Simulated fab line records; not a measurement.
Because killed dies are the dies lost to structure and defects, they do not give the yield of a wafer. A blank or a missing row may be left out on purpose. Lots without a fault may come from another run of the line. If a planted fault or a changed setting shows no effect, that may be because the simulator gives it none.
Problem report, 8D (eight disciplines) form, completed by code / flow gf180mcu / the parts of the form that need people (team, actions taken, sign-off) are left out

1. PROBLEM STATEMENT
Across 6 wafers from 2 lots, NSD_RS at GF_PSD_RS_MEAS_14 averages 43.32 ohm/sq, while fault-free wafers read 46.12 ohm/sq with a standard deviation of 0.089. Relative to the usual mean, that is a shift of -31 standard deviations.
The step: measures by four-point-probe.
The first sign was on wafer L565.4 at day 18 12:30, on film metro-03. The record has a number at this step for 36 wafers belonging to 12 lots. Rule for "out", or "out of limits": more than 4 standard deviations from the usual mean. The rest of the wafers with a number are treated as sound.

2. WHAT THIS IS AND IS NOT
question=which readings at this step | is=NSD_RS | is not=-
question=which lots | is=L565, L567 | is not=L554, L557, L558, L560, L561, L562, L564, L566, L572, L574
question=which wafers of those lots | is=all that have a number | is not=-
question=read on which gauges | is=film metro-02, film metro-03 | is not=film metro-01
question=when | is=from day 18 12:30 | is not=up to then (21 sound wafers); but 9 sound wafers of L566, L572, L574 came after

3. WHAT RULES OUT EACH SUSPECT
Counting: a tool at a process step up to the reading stays a suspect if it ran every lot that is out and no sound lot after the first of them.
- the gauge at GF_PSD_RS_MEAS_14 is ruled out. Those wafers that are out were read across 2 gauges (film metro-02, film metro-03).
- rtp anneal-02 at GF_PSD_RTA_13 (time 20 s): ruled out as a lasting fault. The sound lots L574 went through it after L565, its earliest lot that is out (day 18 12:24).
Left after counting: nothing in the record.

4. THE CAUSE (what the simulator had put in)
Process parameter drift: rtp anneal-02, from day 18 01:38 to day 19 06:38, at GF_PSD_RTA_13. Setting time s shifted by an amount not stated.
The count ruled it out by mistake, since the rule takes a fault to strike every lot its tool runs from the start of the fault on, and this one did not do so.

5. SEQUENCE OF EFFECTS, ordered by route
Each row: a reading where the mean over the struck wafers with a number is more than 3 standard deviations away from the usual. Only readings for which the record gives a usual standard deviation are gone through. hours: the time from each lot's start at the first step in this table that gives one to its start at this step, as a median over the lots. sigmas: the change in usual standard deviations.
hours=0; step=GF_PSD_RTA_13; reading=run length s; usual=48.8 s; on struck wafers=62.7; change=+13.9; sigmas=+36
hours=0; step=GF_PSD_RS_MEAS_14; reading=NSD_RS; usual=46.12 ohm/sq; on struck wafers=43.32; change=-2.80; sigmas=-31
hours=0; step=GF_PSD_RS_MEAS_15; reading=PSD_RS; usual=108.6 ohm/sq; on struck wafers=103.1; change=-5.5; sigmas=-18
Its process steps:
- GF_PSD_RTA_13: time 20 s.
Later steps that measure or inspect, where all struck wafers having a row at the step show a number for every such reading and not one has moved that far: GF_V1_BOW_MEAS_05.

6. HOW IT WOULD HAVE BEEN CAUGHT EARLIER
The first out-of-limits reading at a measuring or inspecting step in this record came at day 18 12:30, 11 hours after the fault's start at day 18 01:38.
At GF_PSD_RTA_13, the tool's own readings (run length s) were out on each struck wafer the step has a row for, so an alarm limit on them would have fired on the first such wafer.
